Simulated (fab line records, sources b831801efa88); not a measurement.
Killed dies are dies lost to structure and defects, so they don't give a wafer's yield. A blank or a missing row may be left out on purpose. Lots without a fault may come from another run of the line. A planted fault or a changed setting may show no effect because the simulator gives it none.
fab line records | flow sky130
record lots=6 wafers=18 last_day=50
route steps=708 shown POLY_GATE@233 LDD_N@237 PAD_OPEN@708
lots that met no fault: from a run of the same line without faults
start_h: hours from the record's first day to the start of the lot's first wafer shown | wait_h: hours since the lot's step before | " the same as in the row above | L1.1+2: a row that stands for several wafers | - no value, or no start given | * or withheld: withheld | < > ~ a bound
route shown NAME@n: a module of which the file shows steps, and the number in the route of the first | usual: mean/standard deviation of fault-free wafers | same: alike in all rows | chamber/n: place in a boat | sites: the reading at each site | _std_site: their standard deviation | _edge_site: outer sites' mean less inner sites' | radius_mm: how far each site lies from the wafer's centre | mask NAME#n: copy n | behind: the tool/chamber that last shaped the wafer | hold: why the lot was held/for how many hours/how that ended | device: the transistor (n, p or np) that didn't switch | end of line: the same wafers' tests at the end of the route | a step without rows: its recipe alone | killed: dies lost to structure and defects at the first sort, not the wafer's yield | map: a wafer's dies, x killed, . not, _ none there
set.NAME: the setting as run; set.NAME@STEP: as run at that earlier step | model.NAME: the simulator's own value behind a step, which no gauge read
lots at some steps of the route; a table a step, a row a wafer
services: from which hour (start_h, from the record's first day; less than 0 if before it) a tool's chamber was out of use, for how many hours, and why
## steps
# step SKY_POLY_GATE_CLEAN_19
# recipe chemistry=SC1/SC2 mix=1:4:20 temp_c=70 time_s=150 dry=n2_spin
# step SKY_POLY_GATE_OXIDATION_20
# recipe temp_c=850 ambient=O2 stabilise_s=600 purge_s=300 target_thk_a=40 ox_time_s=899
# step SKY_POLY_GATE_THK_MEAS_21
# recipe reads=SiO2_of_POLY_GATE_OXIDATION_20
# usual POLY_GATE_OXIDATION_THK=3.99/0.077
# columns lot.wafer tool chamber start_h wait_h POLY_GATE_OXIDATION_THK[nm]
L211.1 film_metro-03 - 398.75 0.0 4.02
L211.4 " - " " 3.99
L211.6 " - " " 4.11
L214.1 film_metro-02 - 420.26 0.0 3.96
L214.5 " - " " 3.92
L214.6 " - " " 4.00
L219.1 film_metro-01 - 462.77 0.0 3.93
L219.4 " - " " 3.98
L219.6 " - " " 4.01
L226.2 film_metro-02 - 523.52 0.0 3.86
L226.4 " - " " 3.91
L226.5 " - " " 3.86
L228.2 film_metro-01 - 531.27 0.0 3.87
L228.3 " - " " 3.86
L228.4 " - " " 3.90
L230.1 film_metro-01 - 547.87 0.0 3.91
L230.3 " - " " 3.93
L230.4 " - " " 3.91
# step SKY_POLY_GATE_CD_MEAS_22
# usual cd_nm=150.3/2.6
# columns lot.wafer tool chamber start_h wait_h cd_nm
L211.1 cd_sem-01 - 398.81 0.1 151.5
L211.4 " - " " 149.7
L211.6 " - " " 150.9
L214.1 cd_sem-02 - 420.32 0.1 149.2
L214.5 " - " " 148.2
L214.6 " - " " 151.3
L219.1 cd_sem-01 - 462.83 0.1 153.8
L219.4 " - " " 148.9
L219.6 " - " " 149.9
L226.2 cd_sem-01 - 523.59 0.1 142.4
L226.4 " - " " 149.0
L226.5 " - " " 152.5
L228.2 cd_sem-01 - 531.34 0.1 148.1
L228.3 " - " " 150.9
L228.4 " - " " 151.0
L230.1 cd_sem-01 - 547.93 0.1 152.1
L230.3 " - " " 148.1
L230.4 " - " " 151.3
# step SKY_LDD_N_DEHYDRATE_00
# recipe temp_c=200 time_s=60
# step SKY_LDD_N_HMDS_01
# recipe prime_time_s=60 prime_temp_c=120
# step SKY_LDD_N_COAT_02
# recipe resist=NOVOLAK spin_rpm=3000 resist_thk_nm=300
# step SKY_LDD_N_SOFTBAKE_03
# recipe temp_c=90 time_s=60 resist=NOVOLAK
# step SKY_LDD_N_EXPOSE_04
# recipe mask_id=NTM target_cd_nm=840 na=0.6 source_shape=conventional sigma_outer=0.6 dose_mj=110
# step SKY_LDD_N_PEB_05
# recipe temp_c=withheld time_s=* resist=NOVOLAK
# step SKY_LDD_N_DEVELOP_06
# recipe develop_time_s=60 dev_temp_c=23
# step SKY_LDD_N_OVL_MEAS_07
# usual LDD_N_OVL=-1.1/1.4
# columns lot.wafer tool chamber start_h wait_h LDD_N_OVL[nm]
L211.1 overlay-02 - 429.06 0.1 0.3
L211.4 " - " " -0.3
L211.6 " - " " 1.2
L214.1 overlay-02 - 451.93 0.1 -2.0
L214.5 " - " " -2.7
L214.6 " - " " -1.1
L219.1 overlay-01 - 494.05 0.1 0.0
L219.4 " - " " 1.4
L219.6 " - " " -1.0
L226.2 overlay-01 - 553.16 0.1 -3.2
L226.4 " - " " -1.6
L226.5 " - " " -2.4
L228.2 overlay-01 - 561.46 0.1 -1.0
L228.3 " - " " -0.4
L228.4 " - " " -0.9
L230.1 overlay-02 - 577.30 0.1 0.0
L230.3 " - " " -1.8
L230.4 " - " " -1.2
# step SKY_LDD_N_IMPLANT_08
# recipe species=As energy_kev=20 dose_cm2=7.5e+13 tilt_deg=withheld rotation_deg=23
# usual dose_ions_cm2=7.499e+13/7.4e+10 faraday_current_uA=422/8.8
# columns lot.wafer tool chamber start_h wait_h dose_ions_cm2 faraday_current_uA
L211.1 implanter-04 0 429.10 0.0 7.517e+13 432
L211.4 " 0 " " 7.491e+13 424
L211.6 " 0 " " 7.5e+13 417
L214.1 implanter-02 0 451.97 0.0 7.496e+13 402
L214.5 " 0 " " 7.506e+13 430
L214.6 " 0 " " 7.52e+13 426
L219.1 implanter-02 0 494.09 0.0 7.502e+13 432
L219.4 " 0 " " 7.497e+13 427
L219.6 " 0 " " 7.486e+13 430
L226.2 implanter-04 0 553.52 0.4 6.579e+13 355
L226.4 " 0 " " 6.575e+13 377
L226.5 " 0 " " 6.573e+13 362
L228.2 implanter-04 0 561.51 0.0 6.578e+13 369
L228.3 " 0 " " 6.59e+13 379
L228.4 " 0 " " 6.573e+13 378
L230.1 implanter-01 0 577.34 0.0 7.499e+13 429
L230.3 " 0 " " 7.494e+13 435
L230.4 " 0 " " 7.505e+13 415
# step SKY_LDD_N_IMPLANT_09
# recipe species=As energy_kev=20 dose_cm2=7.5e+13 tilt_deg=withheld rotation_deg=113
# step SKY_PAD_OPEN_PROBE_99
# usual killed_at_M0_to_M3=43/7 killed_at_M4_up=3.1/1.9 killed_at_contacts=25/6.1 killed_at_front_end=15/4.5 killed_at_other=0.3/0.55 killed_dies=87/8.9 killed_open=47/6.4 killed_short=40/6.6
# same gross_dies=492 killed_at_back_side=0
# columns lot.wafer tool chamber start_h wait_h killed_at_M0_to_M3 killed_at_M4_up killed_at_contacts killed_at_front_end killed_at_other killed_dies killed_open killed_short model.etest.tip_n.rs_ohm_sq
L211.1 prober-01 - 1098.43 0.1 50 2 21 11 0 84 51 33 440.4
L211.4 prober-01 - 1098.58 0.2 32 1 24 19 0 76 46 30 443.6
L211.6 prober-01 - 1098.68 0.2 40 3 21 15 0 79 37 42 444.6
L214.1 prober-02 - 1110.62 0.1 36 4 32 11 0 83 41 42 439.6
L214.5 prober-02 - 1110.82 0.2 55 4 27 11 0 97 47 50 437.6
L214.6 prober-02 - 1110.87 0.2 43 3 38 14 2 100 45 55 439.8
L219.1 prober-01 - 1137.51 0.1 54 1 25 17 1 98 52 46 439.8
L219.4 prober-01 - 1137.66 0.2 44 3 23 16 1 87 52 35 438.2
L219.6 prober-01 - 1137.76 0.2 48 6 20 14 0 88 44 44 440.3
L228.2 prober-01 - 1178.44 0.1 32 2 28 20 0 82 53 29 452.6
L228.3 prober-01 - 1178.49 0.2 45 3 37 11 0 96 61 33 449.4
L228.4 prober-01 - 1178.54 0.2 33 4 28 15 0 80 41 36 453.9
L226.2 prober-02 - 1178.61 0.1 47 2 14 26 0 89 53 36 448.3
L226.4 prober-02 - 1178.71 0.2 34 6 29 17 0 86 46 40 449.9
L226.5 prober-02 - 1178.76 0.2 39 2 37 18 0 96 47 49 446.6
L230.1 prober-02 - 1187.93 0.1 47 2 22 15 1 87 46 41 438.1
L230.3 prober-02 - 1188.03 0.2 46 1 28 12 0 87 45 42 437.7
L230.4 prober-02 - 1188.08 0.2 47 2 23 14 0 86 44 42 438.8
# killed by level:class
L211.1 VIA1:geometric_particle:open=21 CONTACT:geometric_particle:open=11 LI_CONTACT:geometric_particle:short=6 METAL1:geometric_particle:short=6 METAL2:geometric_particle:short=5 METAL2:geometric_particle:open=4 VIA2:geometric_particle:open=4 VIA3:geometric_particle:open=4
L211.4 CONTACT:geometric_particle:open=9 LI_CONTACT:geometric_particle:open=7 VIA1:geometric_particle:open=7 FIELD_ISO:geometric_particle:open=6 VIA3:geometric_particle:open=5 FIELD_ISO:geometric_particle:short=4 METAL1:geometric_particle:short=4 VIA1:geometric_particle:short=4
L211.6 VIA1:geometric_particle:open=13 LI_CONTACT:geometric_particle:open=10 VIA1:geometric_particle:short=8 VIA2:geometric_particle:short=5 FIELD_ISO:geometric_particle:short=4 CONTACT:geometric_particle:open=4 VIA2:geometric_particle:open=4 FIELD_ISO:geometric_particle:open=3
L214.1 CONTACT:geometric_particle:short=9 LOCAL_INTERCONNECT:geometric_particle:short=8 VIA2:geometric_particle:open=8 LI_CONTACT:geometric_particle:open=7 CONTACT:geometric_particle:open=6 VIA1:geometric_particle:open=6 METAL2:geometric_particle:short=6 FIELD_ISO:geometric_particle:short=4
L214.5 VIA1:geometric_particle:open=13 LI_CONTACT:geometric_particle:open=8 CONTACT:geometric_particle:open=8 METAL1:geometric_particle:short=8 METAL2:geometric_particle:short=6 CONTACT:geometric_particle:short=5 FIELD_ISO:geometric_particle:short=5 LOCAL_INTERCONNECT:geometric_particle:short=5
L214.6 CONTACT:geometric_particle:short=11 VIA2:geometric_particle:open=8 CONTACT:geometric_particle:open=8 LI_CONTACT:geometric_particle:open=7 LOCAL_INTERCONNECT:geometric_particle:short=6 VIA1:geometric_particle:open=6 VIA3:geometric_particle:open=6 METAL2:geometric_particle:short=6
L219.1 CONTACT:geometric_particle:open=11 VIA1:geometric_particle:open=10 METAL2:geometric_particle:short=9 VIA3:geometric_particle:open=8 VIA2:geometric_particle:open=7 FIELD_ISO:geometric_particle:short=6 LI_CONTACT:geometric_particle:open=6 METAL1:geometric_particle:short=5
L219.4 VIA1:geometric_particle:open=10 VIA2:geometric_particle:open=10 CONTACT:geometric_particle:open=9 CONTACT:geometric_particle:short=8 VIA3:geometric_particle:open=5 FIELD_ISO:geometric_particle:open=4 METAL2:geometric_particle:short=4 VIA2:geometric_particle:short=4
L219.6 VIA1:geometric_particle:open=22 CONTACT:geometric_particle:open=7 FIELD_ISO:geometric_particle:short=6 METAL1:geometric_particle:short=5 METAL2:geometric_particle:short=5 METAL4:geometric_particle:short=5 LOCAL_INTERCONNECT:geometric_particle:short=4 VIA1:geometric_particle:short=4
L228.2 CONTACT:geometric_particle:open=16 FIELD_ISO:geometric_particle:open=8 VIA1:geometric_particle:open=8 VIA1:geometric_particle:short=5 FIELD_ISO:geometric_particle:short=4 METAL2:geometric_particle:short=4 POLY_GATE:geometric_particle:open=4 VIA3:geometric_particle:open=4
L228.3 CONTACT:geometric_particle:open=17 VIA1:geometric_particle:open=11 VIA2:geometric_particle:open=10 VIA3:geometric_particle:open=8 LOCAL_INTERCONNECT:geometric_particle:short=7 METAL2:geometric_particle:short=7 LI_CONTACT:geometric_particle:open=6 VIA1:geometric_particle:short=4
L228.4 CONTACT:geometric_particle:open=13 VIA1:geometric_particle:open=7 METAL1:geometric_particle:short=6 LI_CONTACT:geometric_particle:open=6 CONTACT:geometric_particle:short=6 VIA3:geometric_particle:open=6 FIELD_ISO:geometric_particle:short=5 METAL2:geometric_particle:short=5
L226.2 VIA1:geometric_particle:open=12 VIA2:geometric_particle:open=11 VIA1:geometric_particle:short=7 CONTACT:geometric_particle:open=6 FIELD_ISO:geometric_particle:open=6 POLY_GATE:geometric_particle:open=6 FIELD_ISO:geometric_particle:short=5 POLY_GATE:geometric_particle:short=5
L226.4 CONTACT:geometric_particle:open=13 VIA1:geometric_particle:open=9 FIELD_ISO:geometric_particle:open=6 CONTACT:geometric_particle:short=6 METAL4:geometric_particle:short=6 FIELD_ISO:geometric_particle:short=5 LI_CONTACT:geometric_particle:open=5 VIA2:geometric_particle:open=5
L226.5 CONTACT:geometric_particle:open=14 VIA2:geometric_particle:open=8 METAL2:geometric_particle:short=8 VIA1:geometric_particle:open=7 LI_CONTACT:geometric_particle:short=6 LI_CONTACT:geometric_particle:open=6 CONTACT:geometric_particle:short=6 FIELD_ISO:geometric_particle:short=5
L230.1 VIA1:geometric_particle:open=17 LOCAL_INTERCONNECT:geometric_particle:short=7 FIELD_ISO:geometric_particle:open=6 METAL1:geometric_particle:short=6 VIA2:geometric_particle:open=6 LI_CONTACT:geometric_particle:open=4 VIA1:geometric_particle:short=4 LI_CONTACT:geometric_particle:short=3
L230.3 VIA1:geometric_particle:open=11 LOCAL_INTERCONNECT:geometric_particle:short=8 LI_CONTACT:geometric_particle:open=7 CONTACT:geometric_particle:open=7 VIA1:geometric_particle:short=7 VIA2:geometric_particle:open=7 METAL2:geometric_particle:short=6 METAL1:geometric_particle:short=6
L230.4 VIA3:geometric_particle:open=11 VIA2:geometric_particle:open=9 CONTACT:geometric_particle:open=8 CONTACT:geometric_particle:short=6 METAL1:geometric_particle:short=6 VIA1:geometric_particle:short=6 FIELD_ISO:geometric_particle:short=4 FIELD_ISO:geometric_particle:open=4
## services
# columns tool chamber start_h hours kind
implanter-04 - 421.08 4.0 pm
implanter-02 - 422.42 3.4 repair
implanter-01 - 432.44 3.0 pm
implanter-01 - 502.54 2.8 repair
implanter-02 - 538.73 4.0 pm
implanter-01 - 552.13 5.5 repair
## key
first_sign step=SKY_LDD_N_IMPLANT_08 reading=dose_ions_cm2 direction=down sigmas=99+ usual=* struck=*
effect step=SKY_LDD_N_IMPLANT_08 reading=faraday_current_uA direction=down sigmas=5.9 usual=422 struck=370
model_effect step=SKY_PAD_OPEN_PROBE_99 value=etest.tip_n.rs_ohm_sq without=441.5 struck=450.1
met_at SKY_LDD_N_IMPLANT_08
struck_wafers L226.2,L226.4,L226.5,L228.2,L228.3,L228.4
tester_left_out L226,L228
onset_between 429.10 553.52
fault kind=process_parameter_drift tool=implanter-04 chamber=- onset_h=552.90 steps=SKY_LDD_N_IMPLANT_08 channel=dose_cm2 offset=* shape=step end_h=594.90 acts_in=* stated=*
# tester_left_out: of these lots the tester's yield and bins aren't shown, on N5 and GAA mostly nor the transistor test; their killed dies are dies lost to structure and defects alone, not to doping, threshold or leakage, so they don't give the yield
